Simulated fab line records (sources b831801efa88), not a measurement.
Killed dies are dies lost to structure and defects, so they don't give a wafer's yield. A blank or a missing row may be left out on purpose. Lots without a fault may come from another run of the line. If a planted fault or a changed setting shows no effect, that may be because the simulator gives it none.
fab line records | flow sky130
record: lots: 14 wafers: 42 last-day: 50
route steps=708 shown POLY_GATE@232 PAD_OPEN@708
lots that met no fault: from a run of the same line without faults
start-h: start of the lot's first displayed wafer, in hours after the record's first day | wait-h: hours elapsed since this lot's preceding step | " same as the row above | L1.1+2: one row covering several wafers at once | - value missing, or start not given | * or withheld: withheld | < > ~ a bound
route shown NAME@n: NAME is a module with steps in the file, n the number in the route of the first one | usual: mean/standard deviation taken from wafers without a fault | same: alike in all rows | chamber/n: place in a boat | sites: per-site readings | _std_site: standard deviation of those values | _edge_site: the outer-site mean with the inner-site mean subtracted | radius-mm: for every site, how far away it sits from the centre of the wafer | mask NAME#n: copy n | behind: the last tool/chamber to shape the wafer | hold: cause of the lot's hold/its duration in hours/its outcome | device: names the non-switching transistor (n, p or np) | end of line: the route-end tests of the same wafers | step lacking rows: just its recipe | killed: the dies lost at the first sort to structure and to defects; this is not the yield of the wafer | map: dies across one wafer; x = killed, . = not, _ = none there
set.NAME: the setting that was run; set.NAME@STEP: the one run at that earlier step | model.NAME: the simulator's own value behind a step, which no gauge read
route steps across a sampled set of lots; one table per step, one row per wafer
services: the hour from which a tool's chamber was out of use, counted from the record's first day as start-h (under 0 if before that day), plus the number of hours and why
== steps ==
step: SKY_POLY_GATE_STRIP_18
recipe: chemistry: O2/N2 power-w: 1400 pressure-mtorr: 1500 platen-temp-c: withheld o2-flow-sccm: 3000 n2-flow-sccm: 300 overash-fraction: 0.5
usual: drypump-motor-current-A: 5.7/0.39 n2-flow-sccm: 299.9/0.84 oes-product-au: 0.361/0.0047 strip-time-to-endpoint-s: 3.177/0.029
columns lot.wafer tool chamber start-h wait-h drypump-motor-current-A n2-flow-sccm oes-product-au rf-hours-counter-h strip-time-to-endpoint-s
L530.2 plasma-asher-02 1 383.55 0.0 4.9 301.6 0.352 27 3.195
L530.3 " 1 " " 5.0 301.0 0.368 - 3.188
L530.6 " 1 " " 5.0 301.3 0.365 - 3.197
L531.1 plasma-asher-03 0 391.85 0.0 5.5 300.8 0.362 59 3.199
L531.2 " 1 " " 6.0 298.0 0.360 59 3.183
L531.6 " 1 " " 6.0 298.9 0.370 - 3.181
L532.2 plasma-asher-03 1 402.62 0.0 5.9 298.7 0.350 60 3.141
L532.4 " 1 " " 5.9 299.8 0.361 - 3.145
L532.5 " 0 " " 5.4 298.3 0.354 - 3.144
L534.4 plasma-asher-03 1 417.51 0.1 5.9 239.0 0.361 - 3.181
L534.5 " 0 " " 5.5 299.9 0.355 - 3.208
L534.6 " 1 " " 5.9 240.0 0.355 - 3.180
L535.2 plasma-asher-03 1 427.25 0.0 5.9 239.5 0.360 63 3.214
L535.3 " 0 " " 5.4 300.0 0.359 - 3.190
L535.6 " 1 " " 6.0 240.4 0.366 - 3.218
L537.2 plasma-asher-01 1 438.82 0.0 6.1 299.9 0.365 1 3.175
L537.3 " 0 " " 5.5 300.7 0.360 - 3.183
L537.5 " 1 " " 6.1 299.0 0.366 - 3.154
L542.1 plasma-asher-03 0 497.81 0.0 5.5 299.5 0.366 71 3.154
L542.2 " 1 " " 6.0 298.7 0.363 71 3.164
L542.3 " 1 " " 6.0 299.7 0.365 - 3.198
L545.2 plasma-asher-02 1 513.38 0.0 4.9 299.6 0.361 38 3.201
L545.3 " 1 " " 4.9 300.3 0.362 - 3.199
L545.4 " 0 " " 6.0 299.3 0.360 - 3.168
L546.1 plasma-asher-01 1 519.85 0.0 6.1 299.2 0.359 8 3.148
L546.2 " 0 " " 5.5 298.9 0.358 8 3.135
L546.6 " 1 " " 6.1 299.9 0.356 - 3.121
L547.2 plasma-asher-02 0 523.26 0.0 6.0 299.9 0.370 39 3.199
L547.4 " 0 " " 6.0 298.9 0.361 - 3.187
L547.5 " 0 " " 6.0 298.8 0.358 - 3.220
L548.3 plasma-asher-03 0 534.63 0.1 5.5 300.0 0.367 - 3.171
L548.4 " 1 " " 6.0 299.3 0.367 - 3.152
L548.5 " 0 " " 5.5 300.5 0.357 - 3.143
L549.4 plasma-asher-01 1 546.26 0.1 6.1 300.6 0.359 - 3.171
L549.5 " 0 " " 5.5 299.3 0.354 - 3.168
L549.6 " 1 " " 6.1 301.6 0.352 - 3.181
L551.1 plasma-asher-01 0 563.56 0.0 5.5 300.0 0.368 13 3.189
L551.2 " 1 " " 6.1 300.0 0.368 13 3.148
L551.5 " 1 " " 6.2 299.5 0.358 - 3.171
L550.1 plasma-asher-01 0 569.47 0.0 5.5 301.1 0.359 14 3.115
L550.3 " 1 " " 6.1 299.7 0.363 - 3.151
L550.4 " 0 " " 5.5 300.8 0.361 - 3.141
step: SKY_PAD_OPEN_PROBE_99
usual: killed_at_M0_to_M3: 44/6.9 killed_at_M4_up: 3.1/1.7 killed-at-contacts: 25/5.6 killed-at-front-end: 14/4.3 killed-at-other: 0.3/0.51 killed-dies: 86/9.8 killed-open: 47/6.5 killed-short: 39/6.6
same: gross-dies: 492 killed-at-back-side: 0
columns lot.wafer tool chamber start-h wait-h killed_at_M0_to_M3 killed_at_M4_up killed-at-contacts killed-at-front-end killed-at-other killed-dies killed-open killed-short
L535.2 prober-01 - 1125.12 0.1 32 3 30 9 0 74 44 30
L535.3 prober-01 - 1125.17 0.2 47 5 23 10 1 86 36 50
L535.6 prober-01 - 1125.32 0.2 40 3 17 11 1 72 46 26
L549.4 prober-02 - 1195.42 0.2 35 3 25 22 0 85 42 43
L549.5 prober-02 - 1195.47 0.2 49 2 22 12 0 85 40 45
L549.6 prober-02 - 1195.52 0.2 36 1 24 12 0 73 47 26
L548.3 prober-02 - 1211.60 0.2 40 2 23 7 0 72 41 31
L548.4 prober-02 - 1211.65 0.2 55 2 15 7 0 79 41 38
L548.5 prober-02 - 1211.70 0.2 33 5 25 13 0 76 49 27
killed by level:class
L535.2 CONTACT:geometric-particle:open=15 VIA1:geometric-particle:open=9 VIA3:geometric-particle:open=6 LOCAL_INTERCONNECT:geometric-particle:short=5 METAL3:geometric-particle:short=5 LI_CONTACT:geometric-particle:open=4 METAL2:geometric-particle:short=4 FIELD_ISO:geometric-particle:short=3
L535.3 VIA2:geometric-particle:open=9 VIA1:geometric-particle:open=6 CONTACT:geometric-particle:open=6 LI_CONTACT:geometric-particle:open=5 CONTACT:geometric-particle:short=5 METAL1:geometric-particle:short=5 VIA3:geometric-particle:short=5 VIA1:geometric-particle:short=5
L535.6 VIA1:geometric-particle:open=11 VIA3:geometric-particle:open=8 CONTACT:geometric-particle:open=8 FIELD_ISO:geometric-particle:short=4 VIA2:geometric-particle:open=4 LI_CONTACT:geometric-particle:open=4 POLY_GATE:geometric-particle:open=3 LOCAL_INTERCONNECT:geometric-particle:short=3
L549.4 VIA2:geometric-particle:open=11 FIELD_ISO:geometric-particle:short=10 CONTACT:geometric-particle:short=8 FIELD_ISO:geometric-particle:open=6 CONTACT:geometric-particle:open=6 VIA3:geometric-particle:open=5 VIA1:geometric-particle:open=5 POLY_GATE:geometric-particle:open=4
L549.5 VIA1:geometric-particle:short=9 VIA1:geometric-particle:open=8 VIA2:geometric-particle:open=8 METAL2:geometric-particle:short=7 CONTACT:geometric-particle:open=6 CONTACT:geometric-particle:short=6 LOCAL_INTERCONNECT:geometric-particle:short=5 METAL1:geometric-particle:short=5
L549.6 VIA1:geometric-particle:open=12 LI_CONTACT:geometric-particle:open=9 VIA1:geometric-particle:short=7 CONTACT:geometric-particle:open=7 FIELD_ISO:geometric-particle:open=6 CONTACT:geometric-particle:short=6 VIA2:geometric-particle:open=4 VIA3:geometric-particle:open=4
L548.3 LI_CONTACT:geometric-particle:open=8 CONTACT:geometric-particle:short=7 VIA3:geometric-particle:open=7 VIA1:geometric-particle:open=7 VIA2:geometric-particle:open=6 CONTACT:geometric-particle:open=5 FIELD_ISO:geometric-particle:open=4 METAL1:geometric-particle:short=4
L548.4 METAL2:geometric-particle:short=11 VIA1:geometric-particle:open=10 VIA2:geometric-particle:open=10 METAL1:geometric-particle:short=9 LI_CONTACT:geometric-particle:open=5 FIELD_ISO:geometric-particle:open=4 LI_CONTACT:geometric-particle:short=4 VIA2:geometric-particle:short=4
L548.5 CONTACT:geometric-particle:open=12 LI_CONTACT:geometric-particle:open=7 VIA2:geometric-particle:open=7 VIA1:geometric-particle:open=6 FIELD_ISO:geometric-particle:short=4 FIELD_ISO:geometric-particle:open=4 VIA3:geometric-particle:open=4 VIA3:geometric-particle:short=4
== services ==
columns tool chamber start-h hours kind
plasma-asher-02 - 410.74 14.6 pm
plasma-asher-01 - 421.25 9.0 pm
plasma-asher-01 0 421.25 9.0 vent-cycle
plasma-asher-01 1 421.25 9.0 vent-cycle
plasma-asher-01 0 430.25 - clean
plasma-asher-01 1 430.25 - clean
plasma-asher-02 - 433.39 2.1 repair
plasma-asher-02 - 436.63 2.0 repair
plasma-asher-01 - 502.42 0.4 repair
plasma-asher-01 - 502.81 2.8 pm
plasma-asher-03 - 524.78 6.5 repair
plasma-asher-02 - 557.36 2.8 pm
== key ==
first-sign: step: SKY_POLY_GATE_STRIP_18 reading: n2-flow-sccm direction: down sigmas: 72 usual: 299.9 struck: 239.7
effect none on later readings
met-at SKY_POLY_GATE_STRIP_18
struck-lots L534,L535
struck-wafers L534.4,L534.6,L535.2,L535.6
tester-left-out L534,L535
onset-between 402.62 417.51
fault: kind: process-parameter-drift tool: plasma-asher-03 chamber: 1 onset-h: 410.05 steps: SKY_POLY_GATE_STRIP_18 channel: n2-flow-sccm offset: -60 shape: step end-h: 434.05 acts-in: these-recipes-only stated: 300
tester-left-out: of these lots the tester's yield and bins aren't shown, on N5 and GAA mostly nor the transistor test; their killed dies are dies lost to structure and defects alone, not to doping, threshold or leakage, so they don't give the yield
